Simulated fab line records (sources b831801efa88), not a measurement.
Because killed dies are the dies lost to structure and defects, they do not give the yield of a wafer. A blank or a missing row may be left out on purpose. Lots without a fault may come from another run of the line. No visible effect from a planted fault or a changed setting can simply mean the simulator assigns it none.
What tool caused it? ; flow sky130 ; 39 wafers from 13 lots sampled at 6 of the route's 708 steps

== WHAT THE GAUGES SHOWED, per wafer ==
SKY_FIELD_ISO_THK_MEAS_25.
lot;measured;on;FIELD_ISO_CVD_24_THK (nm)
L618;day 2 07:50;film-metro-03;596 585 592
L619;day 2 13:08;film-metro-04;586 596 592
L620;day 2 18:47;film-metro-04;597 593 594
L621;day 2 23:56;film-metro-02;600 607 608
L622;day 3 06:00;film-metro-02;599 598 601
L625;day 3 18:49;film-metro-03;589 592 594
L626;day 4 03:37;film-metro-03;608 602 605
L628;day 4 13:19;film-metro-02;594 601 592
L630;day 5 00:22;film-metro-02;604 594 598
L632;day 5 09:07;film-metro-04;599 605 598
L637;day 6 11:47;film-metro-02;603 594 593
L639;day 6 18:47;film-metro-03;603 590 594
L640;day 7 01:56;film-metro-02;596 596 591

SKY_NWELL_OVL_MEAS_10.
lot;measured;on;NWELL_00_OVL (nm)
L618;day 4 11:50;overlay-02;-1.8 -1.7 -1.7
L619;day 4 19:56;overlay-02;-1.0 -0.9 0.6
L620;day 4 23:32;overlay-02;-0.4 -2.1 -0.3
L621;day 5 08:11;overlay-01;2.4 -1.2 0.9
L622;day 5 14:20;overlay-01;0.4 -1.0 -1.0
L625;day 6 04:25;overlay-02;-2.4 -2.1 -0.7
L626;day 6 17:40;overlay-01;-1.1 0.6 1.3
L628;day 7 02:27;overlay-01;0.2 0.9 2.3
L630;day 7 12:47;overlay-01;0.3 -0.2 0.4
L632;day 7 23:24;overlay-02;-2.7 -0.8 -2.5
L637;day 9 04:25;overlay-02;-2.0 -2.1 -4.1
L639;day 9 12:20;overlay-01;1.1 -1.1 0.8
L640;day 9 22:07;overlay-01;-0.5 0.6 -0.5

SKY_VT_ADJUST_LVTN_TW_MEAS_21.
lot;measured;on;VT_ADJUST_LVTN_2_TW
L618;day 7 14:17;film-metro-01;186.7 186.2 185.9
L619;day 8 00:45;film-metro-03;187.2 187.1 188.6
L620;day 8 06:16;film-metro-03;186.6 187.5 187.6
L621;day 8 14:38;film-metro-03;188.2 186.3 187.0
L622;day 8 22:55;film-metro-03;187.2 186.7 187.6
L625;day 9 14:01;film-metro-03;188.5 187.9 188.7
L626;day 10 06:57;film-metro-02;190.8 190.9 191.5
L628;day 10 15:40;film-metro-02;192.0 190.6 190.7
L630;day 11 04:41;film-metro-03;30.1 30.2 29.9
L632;day 11 17:12;film-metro-02;189.7 190.0 190.0
L637;day 13 14:47;film-metro-01;185.0 184.2 186.0
L639;day 13 12:33;film-metro-03;187.7 188.2 187.4
L640;day 13 21:54;film-metro-01;185.6 186.3 185.0

== EACH LOT AND THE TOOL THAT RAN IT (in order: tool; ch and the chambers of the sampled wafers; start) ==
lot;SKY_FIELD_ISO_ETCH_17;SKY_VT_ADJUST_LVTN_STRIP_09;SKY_VT_ADJUST_LVTN_STRIP_20
L618;rie-si-02 ch 0,2,3, day 2 06:11;plasma-asher-02 ch 0,1, day 6 18:42;plasma-asher-02 ch 0,1, day 7 14:11
L619;rie-si-02 ch 0,2, day 2 10:08;plasma-asher-04 ch 0,1, day 7 04:34;plasma-asher-04 ch 0,1, day 8 00:39
L620;rie-si-01 ch 0,1,3, day 2 15:49;plasma-asher-03 ch 0,1, day 7 09:41;plasma-asher-04 ch 0,1, day 8 06:10
L621;rie-si-01 ch 0,1,3, day 2 21:35;plasma-asher-04 ch 0,1, day 7 17:54;plasma-asher-02 ch 0,1, day 8 14:32
L622;rie-si-02 ch 0,2,3, day 3 01:50;plasma-asher-04 ch 0,1, day 8 02:30;plasma-asher-04 ch 0,1, day 8 22:49
L625;rie-si-02 ch 2,3, day 3 16:49;plasma-asher-04 ch 0,1, day 8 17:08;plasma-asher-03 ch 0,1, day 9 13:55
L626;rie-si-02 ch 2,3, day 4 00:20;plasma-asher-02 ch 0, day 9 08:30;plasma-asher-04 ch 0,1, day 10 06:51
L628;rie-si-02 ch 1,3, day 4 09:14;plasma-asher-04 ch 0,1, day 9 16:44;plasma-asher-04 ch 0,1, day 10 15:35
L630;rie-si-02 ch 0,1,2, day 4 21:32;plasma-asher-04 ch 0,1, day 10 05:49;plasma-asher-03 ch 0,1, day 11 04:35
L632;rie-si-01 ch 0,1,2, day 5 07:17;plasma-asher-02 ch 0,1, day 10 17:25;plasma-asher-03 ch 0,1, day 11 17:07
L637;rie-si-01 ch 0,1,3, day 6 07:08;plasma-asher-03 ch 0,1, day 12 12:57;plasma-asher-04 ch 0,1, day 13 14:41
L639;rie-si-01 ch 0,1,2, day 6 16:52;plasma-asher-02 ch 0,1, day 12 11:12;plasma-asher-03 ch 0,1, day 13 12:27
L640;rie-si-02 ch 1,2,3, day 7 00:13;plasma-asher-04 ch 0,1, day 12 21:03;plasma-asher-02 ch 0,1, day 13 21:48
- SKY_FIELD_ISO_ETCH_17: etches Si in HBr/Cl2/O2, target depth 342 nm, time 97.7 s.
- SKY_VT_ADJUST_LVTN_STRIP_09: strips in O2/N2.
- SKY_VT_ADJUST_LVTN_STRIP_20: strips in O2/N2.

== WHAT THE TOOLS THEMSELVES READ (means of the sampled wafers that have a number; where no wafer has one, the mark that the record gives instead) ==
SKY_FIELD_ISO_ETCH_17.
lot;tool;O2_flow_sccm (sccm);drypump-motor-current-A (A);oes-product-au (a.u.);rf-fwd-power-W (W);throttle-valve-pct (%)
L618;rie-si-02;6.005;5.9;1.000;597.5;25.663
L619;rie-si-02;6.025;6.0;0.997;596.0;25.651
L620;rie-si-01;6.002;5.8;1.000;597.3;25.656
L621;rie-si-01;5.997;5.9;1.005;596.4;25.648
L622;rie-si-02;6.009;5.9;1.006;595.7;25.656
L625;rie-si-02;5.980;5.9;1.006;598.0;25.655
L626;rie-si-02;6.010;5.8;1.003;594.6;25.656
L628;rie-si-02;6.033;5.1;1.008;597.0;25.645
L630;rie-si-02;5.995;5.6;1.003;596.0;25.651
L632;rie-si-01;6.000;5.9;0.997;596.1;25.667
L637;rie-si-01;5.989;5.9;1.000;597.1;25.649
L639;rie-si-01;5.993;5.9;1.002;597.3;25.657
L640;rie-si-02;5.996;5.5;1.002;595.5;25.649

SKY_VT_ADJUST_LVTN_STRIP_09.
lot;tool;drypump-motor-current-A (A);oes-product-au (a.u.);strip-time-to-endpoint-s (s)
L618;plasma-asher-02;5.1;0.718;36.92
L619;plasma-asher-04;5.9;0.717;36.95
L620;plasma-asher-03;5.8;0.720;36.95
L621;plasma-asher-04;6.0;0.724;36.94
L622;plasma-asher-04;5.9;0.725;37.03
L625;plasma-asher-04;5.9;0.723;37.08
L626;plasma-asher-02;4.8;0.724;36.98
L628;plasma-asher-04;6.0;0.720;36.99
L630;plasma-asher-04;6.0;0.874;-
L632;plasma-asher-02;5.5;0.720;37.01
L637;plasma-asher-03;6.0;0.723;36.94
L639;plasma-asher-02;5.5;0.721;36.88
L640;plasma-asher-04;6.0;0.723;36.86

SKY_VT_ADJUST_LVTN_STRIP_20.
lot;tool;drypump-motor-current-A (A);oes-product-au (a.u.);strip-time-to-endpoint-s (s)
L618;plasma-asher-02;5.1;0.718;14.18
L619;plasma-asher-04;5.9;0.712;14.21
L620;plasma-asher-04;6.0;0.717;14.19
L621;plasma-asher-02;5.1;0.715;14.25
L622;plasma-asher-04;6.0;0.718;14.23
L625;plasma-asher-03;5.8;0.708;14.19
L626;plasma-asher-04;5.9;0.718;14.26
L628;plasma-asher-04;6.0;0.714;14.18
L630;plasma-asher-03;6.0;0.726;50.61
L632;plasma-asher-03;5.8;0.721;14.17
L637;plasma-asher-04;6.0;0.718;14.13
L639;plasma-asher-03;6.0;0.717;14.18
L640;plasma-asher-02;5.1;0.716;14.19

== THE ANSWER, worked out from the rows above alone ==
Rule: the lots themselves supply what counts as usual. Put in order of their means at a reading, lots are off if they are a third of the lots or fewer, leave a main group of 4 or more, and stand apart from it by a gap of 3 or more times the standard deviation of the main group's means; of several such gaps the widest counts. If all means in a main group match to the digits the tables above print for the reading, that group is not used. Also off: a lot with no number at a reading for which 4 or more lots have one. Where the step has rows for the other lots, those lots are counted as sound. After the gauges, taken in route order, come the tools' own readings; for these a lot's mean is taken, as printed above. At the first step where some lot is off, the reading lying furthest off is the one used; lots without a number count as furthest.
Off: L630, seen at SKY_VT_ADJUST_LVTN_TW_MEAS_21 (VT_ADJUST_LVTN_2_TW). Main group: mean 187.9, sd 1.9.
If a tool, at a process step before that reading, ran all the lots that are off and no sound lot after the first of them, it fits. Not tried: the gauges at SKY_VT_ADJUST_LVTN_TW_MEAS_21; whatever is off there is also off at SKY_FIELD_ISO_ETCH_17, on other tools, and gauge error can't account for it. None of those tried fits.

== WHAT THE SIMULATOR PUT IN ==
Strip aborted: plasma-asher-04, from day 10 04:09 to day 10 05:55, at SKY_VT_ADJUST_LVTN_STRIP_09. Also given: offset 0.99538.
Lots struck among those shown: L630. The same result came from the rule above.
